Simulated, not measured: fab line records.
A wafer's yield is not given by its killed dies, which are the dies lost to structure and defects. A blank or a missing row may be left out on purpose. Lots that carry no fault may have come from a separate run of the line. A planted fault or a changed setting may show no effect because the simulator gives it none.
fab line records ; flow sky130 ; part 2 of 2: steps 28 to 38 of 38
record: lots: 5; wafers: 15; last_day: 50
route steps=708 shown VIA4@660 METAL5@661 PASSIVATION@681 PAD_OPEN@694
lots that met no fault: taken from a fault-free run of the same line
start_h: the number of hours between the record's first day and the start of the first shown wafer of the lot ; wait_h: time in hours since the lot's previous step ; " repeats the value in the row above ; L1.1+2: a single row standing in for several wafers ; - no value, or no start was given ; * or withheld: withheld ; < > ~ a bound
route shown NAME@n: names a module that has steps shown in the file, with the first one's number in the route ; usual: average and standard deviation across the fault-free wafers ; same: alike in all rows ; chamber/n: place in a boat ; sites: the reading at each site ; _std_site: their standard deviation ; _edge_site: inner sites' mean taken away from outer sites' mean ; radius_mm: for every site, how far away it sits from the centre of the wafer ; mask NAME#n: copy n ; behind: tool/chamber where the wafer was last shaped ; hold: cause of the lot's hold/its duration in hours/its outcome ; device: whichever transistor did not switch (one of n, p or np) ; end of line: the same wafers' tests at the end of the route ; a step without rows: its recipe alone ; killed: count of dies lost to structure and defects at first sort (not the wafer's yield) ; map: per-die view of a wafer (x killed, . not killed, _ where there is no die)
set.NAME: the setting the step ran with; set.NAME@STEP: the setting that earlier step ran with ; model.NAME: the simulator's own value behind a step, which no gauge read
a table for each step, a row for each wafer; lots at some steps of the route
services: a tool's chamber out of use, with start hour (start_h, from the record's first day; less than 0 if before it), hours out, and reason
== steps ==
step: SKY_PASSIVATION_COAT_06
recipe: spin_rpm: 2000; resist_thk_nm: 3000
usual: spin_speed_rpm: 2000.0/1.2
lot.wafer;tool;chamber;start_h;wait_h;spin_speed_rpm
L075.4;litho_track-04;0;1061.72;0.1;1998.2
L075.5;litho_track-04;0;1061.72;0.1;1999.3
L075.6;litho_track-04;0;1061.72;0.1;1997.9
L076.1;litho_track-04;0;1068.30;0.1;2000.0
L076.5;litho_track-04;0;1068.30;0.1;2000.9
L076.6;litho_track-04;0;1068.30;0.1;2002.3
L079.1;litho_track-04;0;1085.35;0.1;1997.6
L079.3;litho_track-04;0;1085.35;0.1;1999.2
L079.4;litho_track-04;0;1085.35;0.1;1998.9
L085.2;litho_track-03;0;1133.50;0.1;1999.9
L085.3;litho_track-03;0;1133.50;0.1;1999.2
L085.4;litho_track-03;0;1133.50;0.1;1997.9
L096.1;litho_track-02;0;1178.23;0.1;2000.0
L096.4;litho_track-02;0;1178.23;0.1;2000.0
L096.6;litho_track-02;0;1178.23;0.1;2001.5
step: SKY_PASSIVATION_SOFTBAKE_07
recipe: temp_c: 110; time_s: withheld
lot.wafer;tool;chamber;start_h;wait_h
L075.4+5+6;litho_track-04;0;1061.90;0.1
L076.1+5+6;litho_track-04;0;1068.45;0.1
L079.1+3+4;litho_track-04;0;1085.50;0.1
L085.2+3+4;litho_track-03;0;1133.66;0.1
L096.1+4+6;litho_track-02;0;1178.38;0.1
step: SKY_PASSIVATION_EXPOSE_08
recipe: mask_id: NSM; target_cd_nm: 3000; na: 0.57; dose_mj: 260
usual: reticle_temp_C: 23.00/0.12
lot.wafer;tool;chamber;start_h;wait_h;mask;reticle_temp_C
L075.4;iline_stepper-02;0;-;-;NSM#0;23.04
L075.5;iline_stepper-02;0;-;-;NSM#0;23.07
L075.6;iline_stepper-02;0;-;-;NSM#0;23.17
L076.1;iline_stepper-01;0;-;-;NSM#0;23.22
L076.5;iline_stepper-01;0;-;-;NSM#0;23.07
L076.6;iline_stepper-01;0;-;-;NSM#0;23.02
L079.1;iline_stepper-01;0;-;-;NSM#0;22.87
L079.3;iline_stepper-01;0;-;-;NSM#0;23.08
L079.4;iline_stepper-01;0;-;-;NSM#0;23.11
L085.2;iline_stepper-02;0;-;-;NSM#0;22.83
L085.3;iline_stepper-02;0;-;-;NSM#0;22.82
L085.4;iline_stepper-02;0;-;-;NSM#0;22.89
L096.1;iline_stepper-01;0;-;-;NSM#0;23.12
L096.4;iline_stepper-01;0;-;-;NSM#0;23.22
L096.6;iline_stepper-01;0;-;-;NSM#0;22.98
step: SKY_PASSIVATION_PEB_09
recipe: temp_c: 115; time_s: withheld
lot.wafer;tool;chamber;start_h;wait_h
L075.4+5+6;litho_track-02;0;-;-
L076.1+5+6;litho_track-03;0;-;-
L079.1+3+4;litho_track-04;0;-;-
L085.2+3+4;litho_track-02;0;-;-
L096.1+4+6;litho_track-03;0;-;-
step: SKY_PASSIVATION_DEVELOP_10
recipe: develop_time_s: 60; dev_temp_c: 23
lot.wafer;tool;chamber;start_h;wait_h
L075.4+5+6;litho_track-02;0;-;-
L076.1+5+6;litho_track-03;0;-;-
L079.1+3+4;litho_track-04;0;-;-
L085.2+3+4;litho_track-02;0;-;-
L096.1+4+6;litho_track-03;0;-;-
step: SKY_PASSIVATION_ETCH_11
recipe: chemistry: CF4/O2; target_depth_nm: 725; stop_on: AlCu; source_w: 800; bias_w: 150; pressure_mtorr: 150; cf4_flow_sccm: 80; O2_flow_sccm: 10; time_s: 161.1
usual: cf4_flow_sccm: 80.03/0.2; drypump_motor_current_A: 5.9/0.56; oes_product_au: 0.979/0.0076; throttle_valve_pct: 5.963/0.0097
lot.wafer;tool;chamber;start_h;wait_h;cf4_flow_sccm;drypump_motor_current_A;oes_product_au;rf_hours_counter_h;throttle_valve_pct
L075.4;rie_diel-02;2;1073.23;-;80.05;6.2;0.982;9;5.968
L075.5;rie_diel-02;2;1073.23;-;80.35;6.1;0.983;-;5.957
L075.6;rie_diel-02;3;1073.23;-;80.22;5.5;0.990;-;5.968
L076.1;rie_diel-04;2;1078.93;-;80.00;6.1;0.979;11;5.955
L076.5;rie_diel-04;2;1078.93;-;79.99;6.1;0.985;-;5.952
L076.6;rie_diel-04;1;1078.93;-;80.15;6.7;0.996;-;5.955
L079.1;rie_diel-02;1;1096.20;-;79.92;4.9;0.980;14;5.959
L079.3;rie_diel-02;0;1096.20;-;80.50;5.0;0.968;19;5.974
L079.4;rie_diel-02;2;1096.20;-;79.53;6.1;0.986;10;5.963
L085.2;rie_diel-01;2;1143.38;-;80.20;6.4;0.976;25;5.962
L085.3;rie_diel-01;1;1143.38;-;80.33;5.8;0.971;1;5.965
L085.4;rie_diel-01;0;1143.38;-;79.92;6.6;0.982;14;5.973
L096.1;rie_diel-04;0;1187.03;-;80.05;6.1;0.972;10;5.982
L096.4;rie_diel-04;3;1187.03;-;80.12;6.1;0.986;17;5.966
L096.6;rie_diel-04;2;1187.03;-;79.93;6.1;0.980;-;5.974
step: SKY_PASSIVATION_STRIP_12
recipe: chemistry: O2/N2; power_w: 1400; pressure_mtorr: 1500; platen_temp_c: withheld; overash_fraction: 0.7; o2_flow_sccm: 3000; n2_flow_sccm: 300
usual: drypump_motor_current_A: 5.9/0.5; n2_flow_sccm: 300.0/0.96; oes_product_au: 0.661/0.0049; strip_time_to_endpoint_s: 31.54/0.14
lot.wafer;tool;chamber;start_h;wait_h;drypump_motor_current_A;n2_flow_sccm;oes_product_au;rf_hours_counter_h;strip_time_to_endpoint_s
L075.4;plasma_asher-03;1;1073.37;0.1;5.8;299.0;0.658;-;31.76
L075.5;plasma_asher-03;0;1073.37;0.1;6.1;299.4;0.668;-;31.72
L075.6;plasma_asher-03;1;1073.37;0.1;5.7;300.4;0.665;-;31.81
L076.1;plasma_asher-01;0;1079.03;0.1;6.5;299.8;0.657;67;31.61
L076.5;plasma_asher-01;1;1079.03;0.1;5.7;300.1;0.662;-;31.66
L076.6;plasma_asher-01;0;1079.03;0.1;6.5;300.1;0.654;-;31.70
L079.1;plasma_asher-01;1;1096.31;0.1;5.7;300.4;0.662;69;31.65
L079.3;plasma_asher-01;1;1096.31;0.1;5.7;300.5;0.658;-;31.82
L079.4;plasma_asher-01;0;1096.31;0.1;6.5;299.8;0.668;-;31.85
L085.2;plasma_asher-03;0;1143.49;0.1;6.0;300.4;0.657;38;31.37
L085.3;plasma_asher-03;1;1143.49;0.1;5.7;299.4;0.658;-;31.44
L085.4;plasma_asher-03;0;1143.49;0.1;6.0;300.3;0.666;-;31.42
L096.1;plasma_asher-02;1;1187.13;0.1;6.6;299.1;0.665;109;31.72
L096.4;plasma_asher-02;1;1187.13;0.1;6.5;301.5;0.660;-;31.62
L096.6;plasma_asher-02;1;1187.13;0.1;6.6;300.1;0.663;-;31.53
step: SKY_PAD_OPEN_DEHYDRATE_00
recipe: temp_c: 200; time_s: 60
lot.wafer;tool;chamber;start_h;wait_h
L075.4+5+6;litho_track-01;0;1083.12;9.7
L076.1+5+6;litho_track-02;0;1089.03;10.0
L079.1+3+4;litho_track-02;0;1105.58;9.2
L085.2+3+4;litho_track-04;0;1152.38;8.9
L096.1+4+6;litho_track-01;0;1194.85;7.7
step: SKY_PAD_OPEN_HMDS_01
recipe: prime_time_s: 60; prime_temp_c: 120
lot.wafer;tool;chamber;start_h;wait_h
L075.4+5+6;litho_track-01;0;1083.27;0.1
L076.1+5+6;litho_track-02;0;1089.18;0.1
L079.1+3+4;litho_track-02;0;1105.73;0.1
L085.2+3+4;litho_track-04;0;1152.53;0.1
L096.1+4+6;litho_track-01;0;1195.00;0.1
step: SKY_PAD_OPEN_COAT_02
recipe: spin_rpm: 2000; resist_thk_nm: 3000
usual: spin_speed_rpm: 2000.3/1.2
lot.wafer;tool;chamber;start_h;wait_h;spin_speed_rpm
L075.4;litho_track-01;0;1083.42;0.1;2001.9
L075.5;litho_track-01;0;1083.42;0.1;2000.8
L075.6;litho_track-01;0;1083.42;0.1;2001.4
L076.1;litho_track-02;0;1089.33;0.1;1999.1
L076.5;litho_track-02;0;1089.33;0.1;2000.1
L076.6;litho_track-02;0;1089.33;0.1;2000.5
L079.1;litho_track-02;0;1105.88;0.1;2001.4
L079.3;litho_track-02;0;1105.88;0.1;2001.9
L079.4;litho_track-02;0;1105.88;0.1;1999.1
L085.2;litho_track-04;0;1152.68;0.1;2000.0
L085.3;litho_track-04;0;1152.68;0.1;1998.8
L085.4;litho_track-04;0;1152.68;0.1;1999.9
L096.1;litho_track-01;0;1195.15;0.1;2000.7
L096.4;litho_track-01;0;1195.15;0.1;1999.6
L096.6;litho_track-01;0;1195.15;0.1;1999.7
step: SKY_PAD_OPEN_SOFTBAKE_03
recipe: temp_c: 110; time_s: withheld
lot.wafer;tool;chamber;start_h;wait_h
L075.4+5+6;litho_track-01;0;1083.60;0.1
L076.1+5+6;litho_track-02;0;1089.48;0.1
L079.1+3+4;litho_track-02;0;1106.03;0.1
L085.2+3+4;litho_track-04;0;1152.83;0.1
L096.1+4+6;litho_track-01;0;1195.30;0.1
== services ==
tool;chamber;start_h;hours;kind
cmp-02;-;1019.97;1.2;repair
rie_metal-04;0;1059.27;17.3;repair
pvd_sputter-03;-;1059.53;7.7;repair
pecvd-02;2;1063.26;5.5;repair
pecvd-01;0;1068.23;6.6;repair
iline_stepper-02;-;1075.51;10.3;repair
pvd_sputter-04;-;1080.32;1.3;repair
iline_stepper-02;-;1085.84;1.7;pm
cmp-02;-;1126.71;1.3;repair
pvd_sputter-03;-;1129.17;2.1;repair
pvd_sputter-04;-;1138.66;5.1;repair
rie_metal-01;0;1138.88;10.9;repair
rie_metal-01;1;1143.19;13.2;repair
iline_stepper-01;-;1143.40;1.7;pm
cmp-02;-;1151.40;1.4;repair
iline_stepper-02;-;1153.17;2.3;repair
pvd_sputter-03;-;1159.48;3.9;repair
pecvd-02;0;1160.32;4.3;repair
iline_stepper-02;-;1174.33;17.6;repair
cmp-02;-;1176.37;0.5;repair
rie_metal-01;-;1181.84;3.6;repair
pecvd-01;-;1182.77;0.8;repair
rie_metal-01;-;1185.38;0.2;repair
cmp-02;-;1189.91;4.0;pm
